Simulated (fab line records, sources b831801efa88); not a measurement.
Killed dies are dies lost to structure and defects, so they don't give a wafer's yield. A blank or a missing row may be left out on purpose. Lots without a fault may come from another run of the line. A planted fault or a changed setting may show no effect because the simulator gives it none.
Which tool did it? | flow gf180mcu | 13 lots, 39 wafers sampled, at 5 steps of a route of 602

WHAT THE GAUGES READ, wafer by wafer
GF_V2_THK_MEAS_03.
lot  | measured     | on            | V2_CVD_02_THK (nm)
L604 | day 19 17:21 | film_metro-02 | 859 858 880
L605 | day 20 05:01 | film_metro-04 | 830 833 847
L607 | day 21 00:00 | film_metro-02 | 845 856 860
L616 | day 24 13:40 | film_metro-03 | 843 847 853
L617 | day 24 23:14 | film_metro-03 | 846 863 863
L618 | day 25 04:41 | film_metro-03 | 850 835 860
L619 | day 25 09:14 | film_metro-02 | 841 841 852
L620 | day 25 22:30 | film_metro-03 | 842 858 857
L622 | day 26 09:37 | film_metro-03 | 846 859 854
L621 | day 26 09:56 | film_metro-02 | 845 857 867
L623 | day 26 22:20 | film_metro-03 | 843 865 863
L624 | day 27 00:43 | film_metro-04 | 830 876 849
L625 | day 27 06:32 | film_metro-04 | 846 851 839

GF_M3_CD_MEAS_14: target cd 280 nm.
lot  | measured     | on        | cd_nm (nm)
L604 | day 21 19:04 | cd_sem-01 | 278.9 277.9 278.4
L605 | day 22 06:16 | cd_sem-02 | 278.5 280.1 279.1
L607 | day 23 00:13 | cd_sem-01 | 279.9 196.4 194.6
L616 | day 26 08:57 | cd_sem-02 | 281.6 281.8 280.3
L617 | day 26 20:57 | cd_sem-01 | 280.2 279.7 280.3
L618 | day 27 00:05 | cd_sem-01 | 279.5 280.3 280.8
L619 | day 27 04:35 | cd_sem-01 | 280.0 278.5 278.7
L620 | day 27 16:26 | cd_sem-01 | 279.7 281.0 279.6
L622 | day 28 02:46 | cd_sem-02 | 279.3 279.9 280.1
L621 | day 28 03:43 | cd_sem-01 | 280.2 280.9 280.5
L623 | day 28 15:40 | cd_sem-02 | 282.2 281.0 281.5
L624 | day 28 17:26 | cd_sem-02 | 281.7 281.8 281.4
L625 | day 28 23:02 | cd_sem-01 | 281.5 280.7 281.1

WHICH TOOL RAN EACH LOT (tool, then ch and the chambers of the sampled wafers, then the start)
lot  | GF_V2_CVD_02                    | GF_V2_SPUTTER_22             | GF_M3_EXPOSE_11
L604 | pecvd-01 ch 1,2, day 19 17:16   | pvd_sputter-03, day 20 18:36 | krf_scanner-01 ch 0, day 21 07:32
L605 | pecvd-04 ch 1,2, day 20 04:55   | pvd_sputter-03, day 21 06:15 | krf_scanner-01 ch 0, day 21 18:42
L607 | pecvd-01 ch 0,1, day 20 23:56   | pvd_sputter-03, day 22 00:28 | krf_scanner-01 ch 0, day 22 13:20
L616 | pecvd-01 ch 0,2, day 24 13:36   | pvd_sputter-03, day 25 11:33 | krf_scanner-02 ch 0, day 25 22:58
L617 | pecvd-04 ch 1,2, day 24 23:10   | pvd_sputter-02, day 25 23:46 | krf_scanner-02 ch 0, day 26 10:55
L618 | pecvd-04 ch 0,2, day 25 04:37   | pvd_sputter-01, day 26 02:39 | krf_scanner-02 ch 0, day 26 14:04
L619 | pecvd-03 ch 0,1, day 25 09:08   | pvd_sputter-02, day 26 07:46 | krf_scanner-01 ch 0, day 26 18:41
L620 | pecvd-01 ch 0,1, day 25 22:25   | pvd_sputter-01, day 26 19:34 | krf_scanner-01 ch 0, day 27 06:43
L622 | pecvd-01 ch 0,1, day 26 09:33   | pvd_sputter-02, day 27 06:22 | krf_scanner-01 ch 0, day 27 17:22
L621 | pecvd-03 ch 1,2, day 26 09:52   | pvd_sputter-03, day 27 06:45 | krf_scanner-02 ch 0, day 27 18:05
L623 | pecvd-04 ch 1,2, day 26 22:15   | pvd_sputter-02, day 27 19:20 | krf_scanner-01 ch 0, day 28 06:14
L624 | pecvd-03 ch 0,2, day 27 00:37   | pvd_sputter-03, day 27 21:55 | krf_scanner-02 ch 0, day 28 08:10
L625 | pecvd-03 ch 0,1,2, day 27 06:28 | pvd_sputter-03, day 28 03:02 | krf_scanner-02 ch 0, day 28 13:38
- GF_V2_CVD_02: deposits SiO2 from TEOS, target thk 850 nm, time 94.851 s.
- GF_V2_SPUTTER_22: material TiN, target thk 10 nm, time 40 s.
- GF_M3_EXPOSE_11: exposes mask Metal3, target cd 280 nm.

WHAT THE TOOLS THEMSELVES READ (means of the sampled wafers that have a number; where no wafer has one, the mark that the record gives instead)
GF_V2_CVD_02.
lot  | tool     | heater_power_w (W) | rf_fwd_power_W (W)
L604 | pecvd-01 | 674                | 596.5
L605 | pecvd-04 | 643                | 598.1
L607 | pecvd-01 | 512                | 594.2
L616 | pecvd-01 | 749                | 597.3
L617 | pecvd-04 | 803                | 597.6
L618 | pecvd-04 | 700                | 595.4
L619 | pecvd-03 | 632                | 595.8
L620 | pecvd-01 | 620                | 595.8
L622 | pecvd-01 | 566                | 594.1
L621 | pecvd-03 | 589                | 598.0
L623 | pecvd-04 | 751                | 595.1
L624 | pecvd-03 | 623                | 597.8
L625 | pecvd-03 | 558                | 596.8

GF_V2_SPUTTER_22.
lot  | tool           | throttle_valve_pct (%)
L604 | pvd_sputter-03 | 29.9
L605 | pvd_sputter-03 | 30.9
L607 | pvd_sputter-03 | 29.5
L616 | pvd_sputter-03 | 29.7
L617 | pvd_sputter-02 | 30.3
L618 | pvd_sputter-01 | 30.3
L619 | pvd_sputter-02 | 31.0
L620 | pvd_sputter-01 | 29.8
L622 | pvd_sputter-02 | 30.8
L621 | pvd_sputter-03 | 30.7
L623 | pvd_sputter-02 | 31.7
L624 | pvd_sputter-03 | 29.2
L625 | pvd_sputter-03 | 30.4

THE ANSWER, worked out from the rows above alone
Rule: what is usual is taken from the lots themselves. Put in order of their means at a reading, lots are off if they are a third of the lots or fewer, leave a main group of 4 or more, and stand apart from it by a gap of 3 or more times the standard deviation of the main group's means; of several such gaps the widest counts. A main group whose means are all the same, to the digits that the tables above print for the reading, isn't used. A lot without any number at a reading at which 4 lots or more have one is off too. The other lots that the step has rows for count as sound. The gauges are gone through in route order, then the tools' own readings, and for those a lot's mean is taken as printed above. The first step at which some lot is off is used, and at that step the reading that is off furthest; a lot without a number counts as furthest.
Off: L607, at GF_M3_CD_MEAS_14 (cd_nm). The main group: mean 280.2 nm, standard deviation 0.98.
A tool fits if, at a process step before that reading, it ran every lot that is off, and no sound lot after the first of them. The gauges at GF_M3_CD_MEAS_14 are tried like those tools. None of those tried fits.

WHAT THE SIMULATOR HAD PUT IN
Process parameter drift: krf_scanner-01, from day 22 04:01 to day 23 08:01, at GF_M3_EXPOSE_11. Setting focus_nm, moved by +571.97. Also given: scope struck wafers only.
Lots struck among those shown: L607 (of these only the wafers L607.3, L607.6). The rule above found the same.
